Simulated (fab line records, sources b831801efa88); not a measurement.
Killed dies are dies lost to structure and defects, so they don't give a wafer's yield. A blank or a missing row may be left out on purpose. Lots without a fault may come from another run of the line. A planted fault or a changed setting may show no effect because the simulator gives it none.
fab line records | flow sky130
record lots=6 wafers=18 last_day=49
route steps=708 shown SD_P@327 RES_XHIGH@332 SD_N@342 SALICIDE@361 PAD_OPEN@708
lots that met no fault: from a run of the same line without faults
start_h: hours from the record's first day to the start of the lot's first wafer shown | wait_h: hours since the lot's step before | " the same as in the row above | L1.1+2: a row that stands for several wafers | - no value, or no start given | * or withheld: withheld | < > ~ a bound
route shown NAME@n: a module of which the file shows steps, and the number in the route of the first | usual: mean/standard deviation of fault-free wafers | same: alike in all rows | chamber/n: place in a boat | sites: the reading at each site | _std_site: their standard deviation | _edge_site: outer sites' mean less inner sites' | radius_mm: how far each site lies from the wafer's centre | mask NAME#n: copy n | behind: the tool/chamber that last shaped the wafer | hold: why the lot was held/for how many hours/how that ended | device: the transistor (n, p or np) that didn't switch | end of line: the same wafers' tests at the end of the route | a step without rows: its recipe alone | killed: dies lost to structure and defects at the first sort, not the wafer's yield | map: a wafer's dies, x killed, . not, _ none there
set.NAME: the setting as run; set.NAME@STEP: as run at that earlier step | model.NAME: the simulator's own value behind a step, which no gauge read
lots at some steps of the route; a table a step, a row a wafer
services: from which hour (start_h, from the record's first day; less than 0 if before it) a tool's chamber was out of use, for how many hours, and why
## steps
# step SKY_SD_P_CD_MEAS_07
# recipe target_cd_nm=380
# usual cd_nm=380.4/2.5
# columns lot.wafer tool chamber start_h wait_h cd_nm
L794.2 cd_sem-01 - 591.03 0.1 376.4
L794.4 " - " " 375.5
L794.5 " - " " 376.4
L801.1 cd_sem-01 - 654.16 0.1 379.9
L801.3 " - " " 377.9
L801.4 " - " " 380.1
L802.1 cd_sem-02 - 658.89 0.1 378.8
L802.3 " - " " 379.3
L802.6 " - " " 378.8
L811.2 cd_sem-02 - 725.88 0.1 380.2
L811.3 " - " " 383.2
L811.6 " - " " 380.9
L813.3 cd_sem-02 - 745.34 0.1 379.6
L813.4 " - " " 376.6
L813.5 " - " " 378.9
L814.4 cd_sem-01 - 745.90 0.1 380.4
L814.5 " - " " 378.6
L814.6 " - " " 380.3
# step SKY_SD_P_OVL_MEAS_08
# usual SD_P_OVL=-0.3/1.2
# columns lot.wafer tool chamber start_h wait_h SD_P_OVL[nm]
L794.2 overlay-01 - 591.14 0.1 0.9
L794.4 " - " " 0.0
L794.5 " - " " 2.0
L801.1 overlay-02 - 654.28 0.1 -0.6
L801.3 " - " " 0.5
L801.4 " - " " 1.2
L802.1 overlay-02 - 659.01 0.1 -1.4
L802.3 " - " " -1.7
L802.6 " - " " -0.4
L811.2 overlay-01 - 725.99 0.1 -1.8
L811.3 " - " " 0.8
L811.6 " - " " -1.9
L813.3 overlay-02 - 745.43 0.1 -0.7
L813.4 " - " " -1.0
L813.5 " - " " -0.9
L814.4 overlay-01 - 745.97 0.1 0.4
L814.5 " - " " -1.1
L814.6 " - " " 1.6
# step SKY_SD_P_IMPLANT_09
# recipe species=BF2 energy_kev=20 dose_cm2=3e+15 tilt_deg=0
# step SKY_SD_P_STRIP_10
# recipe chemistry=O2/N2 power_w=1400 pressure_mtorr=1500 platen_temp_c=withheld o2_flow_sccm=3000 n2_flow_sccm=300 overash_fraction=0.5
# usual drypump_motor_current_A=5.7/0.51 n2_flow_sccm=300.0/0.88 oes_product_au=0.617/0.0043 strip_time_to_endpoint_s=17.49/0.038
# columns lot.wafer tool chamber start_h wait_h drypump_motor_current_A n2_flow_sccm oes_product_au rf_hours_counter_h strip_time_to_endpoint_s
L794.2 plasma_asher-02 1 591.32 0.1 5.5 299.9 0.613 16 17.48
L794.4 " 0 " " 5.2 299.9 0.622 - 17.52
L794.5 " 0 " " 5.2 300.9 0.619 - 17.51
L801.1 plasma_asher-01 0 654.47 0.1 5.7 299.9 0.613 54 17.50
L801.3 " 0 " " 5.7 300.1 0.621 - 17.52
L801.4 " 1 " " 6.5 300.9 0.617 - 17.54
L802.1 plasma_asher-04 1 659.19 0.1 5.2 300.4 0.622 82 17.52
L802.3 " 1 " " 5.2 301.0 0.616 - 17.52
L802.6 " 1 " " 5.2 300.7 0.615 - 17.45
L811.2 plasma_asher-01 0 726.17 0.1 5.7 299.8 0.619 62 17.47
L811.3 " 0 " " 5.7 299.3 0.610 - 17.45
L811.6 " 1 " " 6.5 299.2 0.615 - 17.50
L813.3 plasma_asher-02 1 745.64 0.1 5.5 300.8 0.609 - 17.45
L813.4 " 0 " " 5.2 299.0 0.617 - 17.46
L813.5 " 0 " " 5.2 298.9 0.613 - 17.45
L814.4 plasma_asher-04 0 746.17 0.1 6.3 299.1 0.617 - 17.49
L814.5 " 0 " " 6.3 299.7 0.615 - 17.46
L814.6 " 1 " " 5.2 299.8 0.618 - 17.51
# step SKY_SD_P_TW_MEAS_11
# usual SD_P_TW=2848/17
# columns lot.wafer tool chamber start_h wait_h SD_P_TW
L794.2 film_metro-02 - 591.43 0.1 2831
L794.4 " - " " 2841
L794.5 " - " " 2833
L801.1 film_metro-02 - 654.57 0.1 2851
L801.3 " - " " 2834
L801.4 " - " " 2836
L802.1 film_metro-04 - 659.29 0.1 2850
L802.3 " - " " 2869
L802.6 " - " " 2855
L811.2 film_metro-04 - 726.28 0.1 2868
L811.3 " - " " 2866
L811.6 " - " " 2864
L813.3 film_metro-01 - 745.73 0.1 2810
L813.4 " - " " 2829
L813.5 " - " " 2829
L814.4 film_metro-04 - 746.27 0.1 2867
L814.5 " - " " 2866
L814.6 " - " " 2858
# step SKY_RES_XHIGH_DEHYDRATE_00
# recipe temp_c=200 time_s=60
# step SKY_RES_XHIGH_HMDS_01
# recipe prime_time_s=60 prime_temp_c=120
# step SKY_RES_XHIGH_COAT_02
# recipe resist=NOVOLAK spin_rpm=3000 resist_thk_nm=1140
# step SKY_RES_XHIGH_SOFTBAKE_03
# recipe temp_c=90 time_s=60 resist=NOVOLAK
# step SKY_RES_XHIGH_EXPOSE_04
# recipe mask_id=URPM na=0.6 source_shape=conventional sigma_outer=0.6 polarization=unpolarized target_cd_nm=1270 dose_mj=140
# step SKY_RES_XHIGH_PEB_05
# recipe temp_c=withheld time_s=* resist=NOVOLAK
# step SKY_RES_XHIGH_DEVELOP_06
# recipe resist=NOVOLAK developer=TMAH develop_time_s=60 dev_temp_c=23
# step SKY_RES_XHIGH_IMPLANT_07
# recipe species=BF2 energy_kev=20 dose_cm2=3.6e+14 tilt_deg=0
# usual beam_on_s=37.6/2 dose_ions_cm2=3.6e+14/3.9e+11
# columns lot.wafer tool chamber start_h wait_h beam_on_s dose_ions_cm2
L794.2 implanter-02 0 619.87 0.1 36.5 3.597e+14
L794.4 " 0 " " 35.3 3.597e+14
L794.5 " 0 " " 35.5 3.598e+14
L801.1 implanter-02 0 682.70 0.1 23.3 2.314e+14
L801.3 " 0 " " 22.2 2.307e+14
L801.4 " 0 " " 22.2 2.313e+14
L802.1 implanter-02 0 687.66 0.1 22.8 2.315e+14
L802.3 " 0 " " 21.9 2.31e+14
L802.6 " 0 " " 22.0 2.311e+14
L811.2 implanter-01 0 753.67 0.1 40.4 3.593e+14
L811.3 " 0 " " 40.1 3.595e+14
L811.6 " 0 " " 38.0 3.596e+14
L813.3 implanter-03 0 772.41 0.1 39.5 3.607e+14
L813.4 " 0 " " 39.7 3.601e+14
L813.5 " 0 " " 38.0 3.603e+14
L814.4 implanter-01 0 773.17 0.1 37.9 3.598e+14
L814.5 " 0 " " 39.1 3.599e+14
L814.6 " 0 " " 38.5 3.593e+14
# step SKY_RES_XHIGH_STRIP_08
# recipe chemistry=O2/N2 power_w=1400 pressure_mtorr=1500 platen_temp_c=withheld o2_flow_sccm=3000 n2_flow_sccm=300 overash_fraction=0.5
# usual drypump_motor_current_A=5.6/0.43 n2_flow_sccm=300.1/0.9 oes_product_au=0.711/0.0047 strip_time_to_endpoint_s=14.28/0.037
# columns lot.wafer tool chamber start_h wait_h drypump_motor_current_A n2_flow_sccm oes_product_au rf_hours_counter_h strip_time_to_endpoint_s
L794.2 plasma_asher-04 0 620.00 0.1 6.3 300.4 0.710 78 14.28
L794.4 " 0 " " 6.3 300.7 0.713 - 14.34
L794.5 " 1 " " 5.2 299.8 0.707 - 14.31
L801.1 plasma_asher-02 1 682.85 0.1 5.5 298.6 0.714 24 14.16
L801.3 " 0 " " 5.2 300.7 0.718 - 14.16
L801.4 " 1 " " 5.5 299.6 0.711 - 14.18
L802.1 plasma_asher-02 1 687.81 0.1 5.5 300.8 0.716 25 14.10
L802.3 " 0 " " 5.2 299.3 0.717 - 14.13
L802.6 " 1 " " 5.5 301.2 0.728 - 14.16
L811.2 plasma_asher-03 1 753.79 0.1 6.0 300.5 0.704 1 14.36
L811.3 " 0 " " 6.0 300.3 0.716 - 14.22
L811.6 " 0 " " 6.0 300.1 0.717 - 14.31
L813.3 plasma_asher-03 1 772.55 0.1 6.0 299.9 0.708 - 14.28
L813.4 " 0 " " 6.0 300.5 0.704 - 14.26
L813.5 " 0 " " 6.0 300.3 0.707 - 14.27
L814.4 plasma_asher-02 1 773.27 0.1 5.5 298.1 0.707 - 14.29
L814.5 " 1 " " 5.5 299.9 0.715 - 14.35
L814.6 " 0 " " 5.2 299.7 0.721 - 14.34
# step SKY_RES_XHIGH_TW_MEAS_09
# usual RES_XHIGH_TW=1656/9.4
# columns lot.wafer tool chamber start_h wait_h RES_XHIGH_TW
L794.2 film_metro-02 - 620.11 0.1 1650
L794.4 " - " " 1647
L794.5 " - " " 1658
L801.1 film_metro-04 - 682.95 0.1 1461
L801.3 " - " " 1463
L801.4 " - " " 1457
L802.1 film_metro-04 - 687.91 0.1 1452
L802.3 " - " " 1465
L802.6 " - " " 1461
L811.2 film_metro-02 - 753.90 0.1 1656
L811.3 " - " " 1654
L811.6 " - " " 1663
L813.3 film_metro-04 - 772.63 0.1 1654
L813.4 " - " " 1654
L813.5 " - " " 1658
L814.4 film_metro-01 - 773.37 0.1 1651
L814.5 " - " " 1653
L814.6 " - " " 1646
# step SKY_SD_N_DEHYDRATE_00
# recipe temp_c=200 time_s=60
# step SKY_SD_N_HMDS_01
# recipe prime_time_s=60 prime_temp_c=120
# step SKY_SD_N_COAT_02
# recipe resist=NOVOLAK spin_rpm=3000 resist_thk_nm=1140
# step SKY_SD_N_SOFTBAKE_03
# recipe temp_c=90 time_s=60 resist=NOVOLAK
# step SKY_SD_N_EXPOSE_04
# recipe mask_id=NSDM na=0.6 source_shape=conventional sigma_outer=0.6 polarization=unpolarized target_cd_nm=380 dose_mj=141
# step SKY_SD_N_PEB_05
# recipe temp_c=withheld time_s=* resist=NOVOLAK
# step SKY_SD_N_DEVELOP_06
# recipe resist=NOVOLAK developer=TMAH develop_time_s=60 dev_temp_c=23
# step SKY_SD_N_CD_MEAS_07
# recipe target_cd_nm=380
# usual cd_nm=379.8/2.4
# columns lot.wafer tool chamber start_h wait_h cd_nm
L794.2 cd_sem-01 - 648.28 0.1 378.6
L794.4 " - " " 377.5
L794.5 " - " " 376.9
L801.1 cd_sem-02 - 710.59 0.1 378.3
L801.3 " - " " 377.7
L801.4 " - " " 375.0
L802.1 cd_sem-02 - 715.76 0.1 379.0
L802.3 " - " " 376.4
L802.6 " - " " 379.1
L811.2 cd_sem-01 - 780.28 0.1 380.4
L811.3 " - " " 382.5
L811.6 " - " " 382.0
L813.3 cd_sem-01 - 800.15 0.1 384.5
L813.4 " - " " 384.8
L813.5 " - " " 383.7
L814.4 cd_sem-02 - 801.07 0.1 381.1
L814.5 " - " " 381.9
L814.6 " - " " 379.6
# step SKY_SD_N_OVL_MEAS_08
# usual SD_N_OVL=0.4/1.3
# columns lot.wafer tool chamber start_h wait_h SD_N_OVL[nm]
L794.2 overlay-01 - 648.39 0.1 0.8
L794.4 " - " " 2.7
L794.5 " - " " 2.0
L801.1 overlay-02 - 710.71 0.1 1.2
L801.3 " - " " -0.6
L801.4 " - " " 1.7
L802.1 overlay-01 - 715.88 0.1 1.9
L802.3 " - " " 0.0
L802.6 " - " " -1.6
L811.2 overlay-02 - 780.39 0.1 2.1
L811.3 " - " " 1.1
L811.6 " - " " 3.0
L813.3 overlay-01 - 800.24 0.1 -0.5
L813.4 " - " " 0.7
L813.5 " - " " 1.4
L814.4 overlay-01 - 801.15 0.1 0.9
L814.5 " - " " 0.4
L814.6 " - " " 0.9
# step SKY_SD_N_IMPLANT_09
# recipe species=As energy_kev=50 dose_cm2=4e+15 tilt_deg=0
# step SKY_SD_N_IMPLANT_10
# recipe species=P energy_kev=20 dose_cm2=1e+14 tilt_deg=0
# step SKY_SD_N_STRIP_11
# recipe chemistry=O2/N2 power_w=1400 pressure_mtorr=1500 platen_temp_c=withheld o2_flow_sccm=3000 n2_flow_sccm=300 overash_fraction=0.5
# usual drypump_motor_current_A=5.9/0.37 n2_flow_sccm=300.1/0.86 oes_product_au=0.528/0.0044 strip_time_to_endpoint_s=22.55/0.043
# columns lot.wafer tool chamber start_h wait_h drypump_motor_current_A n2_flow_sccm oes_product_au rf_hours_counter_h strip_time_to_endpoint_s
L794.2 plasma_asher-03 1 648.72 0.1 6.0 299.5 0.524 98 22.53
L794.4 " 1 " " 6.0 299.8 0.527 - 22.51
L794.5 " 0 " " 6.0 299.1 0.533 - 22.55
L801.1 plasma_asher-03 0 711.05 0.1 6.0 298.4 0.521 104 22.51
L801.3 " 1 " " 6.0 299.3 0.524 - 22.51
L801.4 " 0 " " 6.0 299.4 0.529 - 22.49
L802.1 plasma_asher-03 1 716.22 0.1 6.0 300.9 0.522 104 22.48
L802.3 " 1 " " 6.0 300.0 0.526 - 22.46
L802.6 " 0 " " 6.0 300.5 0.530 - 22.49
L811.2 plasma_asher-03 0 780.72 0.1 6.0 300.2 0.537 4 22.58
L811.3 " 1 " " 6.0 300.7 0.532 - 22.53
L811.6 " 1 " " 6.0 300.1 0.529 - 22.59
L813.3 plasma_asher-01 0 800.60 0.1 5.7 300.8 0.534 - 22.64
L813.4 " 1 " " 6.5 299.7 0.533 - 22.61
L813.5 " 0 " " 5.7 300.7 0.526 - 22.59
L814.4 plasma_asher-02 0 801.50 0.1 5.2 300.0 0.523 - 22.61
L814.5 " 1 " " 5.5 301.3 0.524 - 22.50
L814.6 " 0 " " 5.2 300.6 0.528 - 22.63
# step SKY_SD_N_TW_MEAS_12
# usual SD_N_TW=4009/22
# columns lot.wafer tool chamber start_h wait_h SD_N_TW
L794.2 film_metro-01 - 648.83 0.1 4030
L794.4 " - " " 4027
L794.5 " - " " 4036
L801.1 film_metro-04 - 711.15 0.1 4033
L801.3 " - " " 4024
L801.4 " - " " 3997
L802.1 film_metro-02 - 716.32 0.1 4019
L802.3 " - " " 4022
L802.6 " - " " 4006
L811.2 film_metro-02 - 780.83 0.1 4038
L811.3 " - " " 4055
L811.6 " - " " 4039
L813.3 film_metro-02 - 800.69 0.1 3997
L813.4 " - " " 3977
L813.5 " - " " 3985
L814.4 film_metro-01 - 801.60 0.1 3977
L814.5 " - " " 4009
L814.6 " - " " 3968
# step SKY_SD_N_CLEAN_13
# recipe chemistry=SC1/SC2 mix=1:4:20 temp_c=70 time_s=150 dry=n2_spin
# step SKY_SD_N_RTA_14
# recipe temp_c=1075 time_s=2 idle_temp_c=650 ramp_up_c_per_s=150 ramp_down_c_per_s=90 ambient=N2
# usual lamp_power_pct=15.73/0.056 wafer_temp_C_max=1078.0/1.4
# columns lot.wafer tool chamber start_h wait_h lamp_power_pct wafer_temp_C_max
L794.2 rtp_anneal-01 0 648.94 0.0 15.84 1076.5
L794.4 " 0 " " 15.74 1079.1
L794.5 " 0 " " 15.83 1076.4
L801.1 rtp_anneal-01 0 711.26 0.0 15.71 1078.8
L801.3 " 0 " " 15.73 1076.5
L801.4 " 0 " " 15.78 1081.3
L802.1 rtp_anneal-02 0 716.43 0.0 15.62 1075.6
L802.3 " 0 " " 15.70 1079.6
L802.6 " 0 " " 15.70 1078.0
L811.2 rtp_anneal-01 0 780.94 0.0 15.77 1078.2
L811.3 " 0 " " 15.68 1077.6
L811.6 " 0 " " 15.78 1077.8
L813.3 rtp_anneal-01 0 800.80 0.0 15.67 1080.0
L813.4 " 0 " " 15.74 1077.5
L813.5 " 0 " " 15.68 1079.3
L814.4 rtp_anneal-02 0 801.70 0.0 15.84 1076.4
L814.5 " 0 " " 15.76 1076.4
L814.6 " 0 " " 15.79 1076.5
# step SKY_SD_N_RS_MEAS_16
# recipe thk_meas_gauge=four-point-probe
# usual SD_N_RS=68.51/0.12
# columns lot.wafer tool chamber start_h wait_h SD_N_RS[ohm/sq]
L794.2 film_metro-02 - 649.12 0.1 68.60
L794.4 " - " " 68.47
L794.5 " - " " 68.35
L801.1 film_metro-02 - 711.43 0.1 68.55
L801.3 " - " " 68.47
L801.4 " - " " 68.50
L802.1 film_metro-02 - 716.60 0.1 68.50
L802.3 " - " " 68.48
L802.6 " - " " 68.55
L811.2 film_metro-04 - 781.13 0.1 68.39
L811.3 " - " " 68.38
L811.6 " - " " 68.48
L813.3 film_metro-01 - 800.99 0.1 68.62
L813.4 " - " " 68.64
L813.5 " - " " 68.80
L814.4 film_metro-02 - 801.91 0.1 68.35
L814.5 " - " " 68.39
L814.6 " - " " 68.61
# step SKY_SD_N_RS_MEAS_17
# recipe thk_meas_gauge=four-point-probe
# usual SD_P_RS=147.0/0.42
# columns lot.wafer tool chamber start_h wait_h SD_P_RS[ohm/sq]
L794.2 film_metro-02 - 649.24 0.1 147.1
L794.4 " - " " 147.1
L794.5 " - " " 147.4
L801.1 film_metro-02 - 711.55 0.1 147.1
L801.3 " - " " 147.1
L801.4 " - " " 146.9
L802.1 film_metro-02 - 716.72 0.1 146.8
L802.3 " - " " 146.3
L802.6 " - " " 146.9
L811.2 film_metro-04 - 781.25 0.1 147.2
L811.3 " - " " 147.0
L811.6 " - " " 146.8
L813.3 film_metro-01 - 801.11 0.1 147.3
L813.4 " - " " 147.1
L813.5 " - " " 147.1
L814.4 film_metro-02 - 802.03 0.1 146.7
L814.5 " - " " 147.0
L814.6 " - " " 146.5
# step SKY_SD_N_RS_MEAS_18
# recipe thk_meas_gauge=four-point-probe
# usual RES_XHIGH_RS=332.8/1.2
# columns lot.wafer tool chamber start_h wait_h RES_XHIGH_RS[ohm/sq]
L794.2 film_metro-02 - 649.36 0.1 330.5
L794.4 " - " " 331.8
L794.5 " - " " 329.8
L801.1 film_metro-02 - 711.67 0.1 477.1
L801.3 " - " " 475.5
L801.4 " - " " 476.0
L802.1 film_metro-02 - 716.84 0.1 476.3
L802.3 " - " " 474.3
L802.6 " - " " 473.5
L811.2 film_metro-04 - 781.37 0.1 333.0
L811.3 " - " " 333.1
L811.6 " - " " 332.8
L813.3 film_metro-01 - 801.23 0.1 332.4
L813.4 " - " " 333.6
L813.5 " - " " 333.3
L814.4 film_metro-02 - 802.15 0.1 332.6
L814.5 " - " " 331.6
L814.6 " - " " 331.5
# step SKY_SALICIDE_CLEAN_00
# recipe chemistry=HF-last time_s=30 dilution=100:1 dry=ipa_marangoni
# step SKY_PAD_OPEN_PROBE_99
# usual killed_at_M0_to_M3=44/6.4 killed_at_M4_up=3.4/2.1 killed_at_contacts=23/5 killed_at_front_end=15/4.5 killed_at_other=0.3/0.54 killed_dies=86/9.5 killed_on_rim=17/3.9 killed_open=48/6.9 killed_short=38/5.9
# same gross_dies=492 killed_at_back_side=0
# columns lot.wafer tool chamber start_h wait_h killed_at_M0_to_M3 killed_at_M4_up killed_at_contacts killed_at_front_end killed_at_other killed_dies killed_on_rim killed_open killed_short model.etest.res_xhigh_po.line_ohm_um model.etest.res_xhigh_po.rs_ohm_sq model.etest.res_xhigh_po.rs_ohm_sq_range model.etest.res_xhigh_po.rs_ohm_sq_rim_less_centre
L794.2 prober-02 - 1078.53 0.1 49 2 25 16 0 92 17 41 51 5645 1976 61.3 1.346
L794.4 prober-02 - 1078.63 0.2 46 5 33 21 0 105 23 58 47 5697 2023 47.39 -13.43
L794.5 prober-02 - 1078.68 0.2 45 3 23 16 0 87 17 47 40 5515 1963 63.12 -0.3164
L801.1 prober-01 - 1122.15 0.1 42 1 24 17 0 84 20 47 37 1.508e+04 5310 513.9 403.5
L801.3 prober-01 - 1122.25 0.2 39 4 19 15 0 77 18 43 34 1.542e+04 5410 432.4 343
L801.4 prober-01 - 1122.30 0.2 35 2 18 20 0 75 17 42 33 1.563e+04 5405 387 286.6
L802.1 prober-02 - 1126.73 0.1 38 0 29 14 0 81 12 44 37 1.484e+04 5242 551.3 -514
L802.3 prober-02 - 1126.83 0.2 47 2 34 8 1 92 17 63 29 1.458e+04 5106 500.5 -482.2
L802.6 prober-02 - 1126.98 0.2 39 4 26 11 0 80 13 42 38 1.582e+04 5591 567.1 -524.4
L811.2 prober-01 - 1169.75 0.1 49 3 34 11 0 97 21 48 49 5658 1953 38.26 -16.77
L811.3 prober-01 - 1169.80 0.2 40 5 24 9 0 78 8 41 36 5778 2071 57.19 1.315
L811.6 prober-01 - 1169.95 0.2 44 5 22 17 0 88 18 49 38 5744 2041 46.1 -0.7112
L813.3 prober-01 - 1182.39 0.2 50 3 20 14 0 87 21 45 42 5694 2008 76.73 70.91
L813.4 prober-01 - 1182.44 0.2 36 3 34 10 0 83 14 50 33 5859 2053 102.9 97.36
L813.5 prober-01 - 1182.49 0.2 38 5 21 15 0 79 13 44 35 5719 2008 86.39 68.13
L814.4 prober-02 - 1184.65 0.2 45 7 23 11 0 86 21 43 43 5550 1925 76.31 -61.1
L814.5 prober-02 - 1184.70 0.2 49 1 25 20 0 95 20 54 41 5839 2076 77.96 -68.03
L814.6 prober-02 - 1184.75 0.2 40 4 26 10 1 81 14 48 33 5800 1991 66.64 -55.86
# killed by level:class
L794.2 VIA1:geometric_particle:open=10 FIELD_ISO:geometric_particle:short=9 VIA3:geometric_particle:short=8 CONTACT:geometric_particle:open=8 VIA1:geometric_particle:short=7 VIA2:geometric_particle:open=7 LI_CONTACT:geometric_particle:open=5 LOCAL_INTERCONNECT:geometric_particle:short=5
L794.4 VIA1:geometric_particle:open=12 LI_CONTACT:geometric_particle:open=11 VIA2:geometric_particle:open=8 CONTACT:geometric_particle:short=7 CONTACT:geometric_particle:open=7 FIELD_ISO:geometric_particle:open=6 METAL1:geometric_particle:short=6 METAL2:geometric_particle:short=6
L794.5 VIA3:geometric_particle:short=10 VIA3:geometric_particle:open=9 VIA1:geometric_particle:open=8 LI_CONTACT:geometric_particle:open=7 CONTACT:geometric_particle:short=6 CONTACT:geometric_particle:open=6 VIA2:geometric_particle:open=6 FIELD_ISO:geometric_particle:open=5
L801.1 VIA1:geometric_particle:open=13 LI_CONTACT:geometric_particle:open=10 METAL2:geometric_particle:short=7 CONTACT:geometric_particle:open=5 VIA2:geometric_particle:open=5 POLY_GATE:geometric_particle:open=4 FIELD_ISO:geometric_particle:short=3 POLY_GATE:geometric_particle:short=3
L801.3 VIA1:geometric_particle:open=12 LI_CONTACT:geometric_particle:open=10 VIA1:geometric_particle:short=8 VIA3:geometric_particle:open=5 POLY_GATE:geometric_particle:short=4 CONTACT:geometric_particle:open=4 FIELD_ISO:geometric_particle:short=3 VIA2:geometric_particle:open=3
L801.4 VIA1:geometric_particle:open=9 CONTACT:geometric_particle:open=7 VIA2:geometric_particle:open=6 METAL3:geometric_particle:short=6 CONTACT:geometric_particle:short=5 POLY_GATE:geometric_particle:open=5 VIA2:geometric_particle:short=5 VIA3:geometric_particle:open=4
L802.1 VIA1:geometric_particle:open=10 CONTACT:geometric_particle:open=9 FIELD_ISO:geometric_particle:short=7 LI_CONTACT:geometric_particle:open=7 VIA2:geometric_particle:open=7 CONTACT:geometric_particle:short=6 METAL1:geometric_particle:short=6 LOCAL_INTERCONNECT:geometric_particle:short=4
L802.3 CONTACT:geometric_particle:open=16 VIA1:geometric_particle:open=14 VIA3:geometric_particle:open=10 LI_CONTACT:geometric_particle:open=7 CONTACT:geometric_particle:short=7 VIA2:geometric_particle:open=6 METAL1:geometric_particle:short=5 VIA3:geometric_particle:short=3
L802.6 LI_CONTACT:geometric_particle:open=10 VIA1:geometric_particle:open=9 VIA3:geometric_particle:open=7 POLY_GATE:geometric_particle:short=6 CONTACT:geometric_particle:open=6 VIA2:geometric_particle:open=6 LI_CONTACT:geometric_particle:short=5 VIA2:geometric_particle:short=5
L811.2 VIA3:geometric_particle:open=11 METAL1:geometric_particle:short=11 LI_CONTACT:geometric_particle:open=10 CONTACT:geometric_particle:short=10 CONTACT:geometric_particle:open=7 VIA2:geometric_particle:open=7 LOCAL_INTERCONNECT:geometric_particle:short=6 VIA1:geometric_particle:open=4
L811.3 CONTACT:geometric_particle:open=9 LI_CONTACT:geometric_particle:open=8 VIA3:geometric_particle:open=8 VIA1:geometric_particle:open=7 METAL1:geometric_particle:short=6 VIA2:geometric_particle:short=5 VIA3:geometric_particle:short=5 METAL4:geometric_particle:short=4
L811.6 VIA3:geometric_particle:open=13 LI_CONTACT:geometric_particle:open=9 VIA2:geometric_particle:open=6 LI_CONTACT:geometric_particle:short=5 VIA1:geometric_particle:open=5 CONTACT:geometric_particle:open=5 METAL1:geometric_particle:short=5 FIELD_ISO:geometric_particle:open=4
L813.3 VIA1:geometric_particle:open=12 CONTACT:geometric_particle:open=9 VIA1:geometric_particle:short=8 VIA3:geometric_particle:open=6 METAL2:geometric_particle:short=5 FIELD_ISO:geometric_particle:short=4 POLY_GATE:geometric_particle:open=4 POLY_GATE:geometric_particle:short=4
L813.4 LI_CONTACT:geometric_particle:open=12 CONTACT:geometric_particle:open=9 POLY_GATE:geometric_particle:open=6 METAL1:geometric_particle:short=6 CONTACT:geometric_particle:short=6 VIA1:geometric_particle:open=6 VIA2:geometric_particle:open=6 VIA1:geometric_particle:short=5
L813.5 CONTACT:geometric_particle:open=12 VIA1:geometric_particle:open=12 METAL1:geometric_particle:short=5 VIA2:geometric_particle:open=4 POLY_GATE:geometric_particle:open=4 POLY_GATE:geometric_particle:short=4 METAL4:geometric_particle:short=4 FIELD_ISO:geometric_particle:open=3
L814.4 VIA1:geometric_particle:open=9 METAL2:geometric_particle:short=9 CONTACT:geometric_particle:open=8 VIA2:geometric_particle:open=7 METAL1:geometric_particle:short=7 LI_CONTACT:geometric_particle:open=6 VIA1:geometric_particle:short=6 METAL4:geometric_particle:short=6
L814.5 VIA3:geometric_particle:open=12 LI_CONTACT:geometric_particle:open=9 CONTACT:geometric_particle:open=9 VIA1:geometric_particle:short=6 VIA1:geometric_particle:open=6 METAL2:geometric_particle:short=5 FIELD_ISO:geometric_particle:open=4 FIELD_ISO:geometric_particle:short=4
L814.6 VIA1:geometric_particle:open=16 CONTACT:geometric_particle:open=11 VIA3:geometric_particle:open=8 LI_CONTACT:geometric_particle:open=5 CONTACT:geometric_particle:short=5 FIELD_ISO:geometric_particle:short=4 VIA1:geometric_particle:short=4 METAL4:geometric_particle:short=4
## services
# columns tool chamber start_h hours kind
implanter-02 - 571.08 4.3 pm
plasma_asher-03 - 609.04 1.1 repair
implanter-01 - 632.75 1.8 repair
plasma_asher-03 - 646.50 1.6 repair
rtp_anneal-02 - 651.21 3.7 pm
implanter-03 - 657.37 4.6 repair
plasma_asher-02 - 661.08 13.5 repair
plasma_asher-01 - 662.93 3.4 repair
plasma_asher-01 - 672.36 1.1 repair
plasma_asher-03 - 678.77 5.7 repair
implanter-03 - 719.94 6.5 repair
implanter-03 - 727.46 6.1 repair
plasma_asher-03 - 733.75 9.0 pm
plasma_asher-03 0 733.75 9.0 vent_cycle
plasma_asher-03 1 733.75 9.0 vent_cycle
implanter-01 - 741.15 4.2 repair
plasma_asher-03 0 742.75 - clean
plasma_asher-03 1 742.75 - clean
plasma_asher-02 - 753.23 4.1 repair
plasma_asher-01 - 754.35 14.6 pm
implanter-01 - 773.24 4.9 pm
implanter-02 - 778.46 0.5 repair
## key
first_sign step=SKY_RES_XHIGH_IMPLANT_07 reading=dose_ions_cm2 direction=down sigmas=99+ usual=* struck=*
effect step=SKY_RES_XHIGH_IMPLANT_07 reading=beam_on_s direction=down sigmas=7.6 usual=37.6 struck=22.4
effect step=SKY_RES_XHIGH_STRIP_08 reading=strip_time_to_endpoint_s direction=down sigmas=3.5 usual=* struck=*
effect step=SKY_RES_XHIGH_TW_MEAS_09 reading=RES_XHIGH_TW direction=down sigmas=21 usual=1656 struck=1460
effect step=SKY_SD_N_RS_MEAS_18 reading=RES_XHIGH_RS direction=up sigmas=99+ usual=332.8 struck=475.4
model_effect step=SKY_PAD_OPEN_PROBE_99 value=etest.res_xhigh_po.line_ohm_um without=5743 struck=1.523e+04
met_at SKY_RES_XHIGH_IMPLANT_07
struck_wafers L801.1,L801.3,L801.4,L802.1,L802.3,L802.6
tester_left_out L801,L802
onset_between 619.87 682.70
fault kind=process_parameter_drift tool=implanter-02 chamber=- onset_h=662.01 steps=SKY_RES_XHIGH_IMPLANT_07 channel=dose_cm2 offset=* shape=step end_h=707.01 acts_in=* stated=*
# tester_left_out: of these lots the tester's yield and bins aren't shown, on N5 and GAA mostly nor the transistor test; their killed dies are dies lost to structure and defects alone, not to doping, threshold or leakage, so they don't give the yield
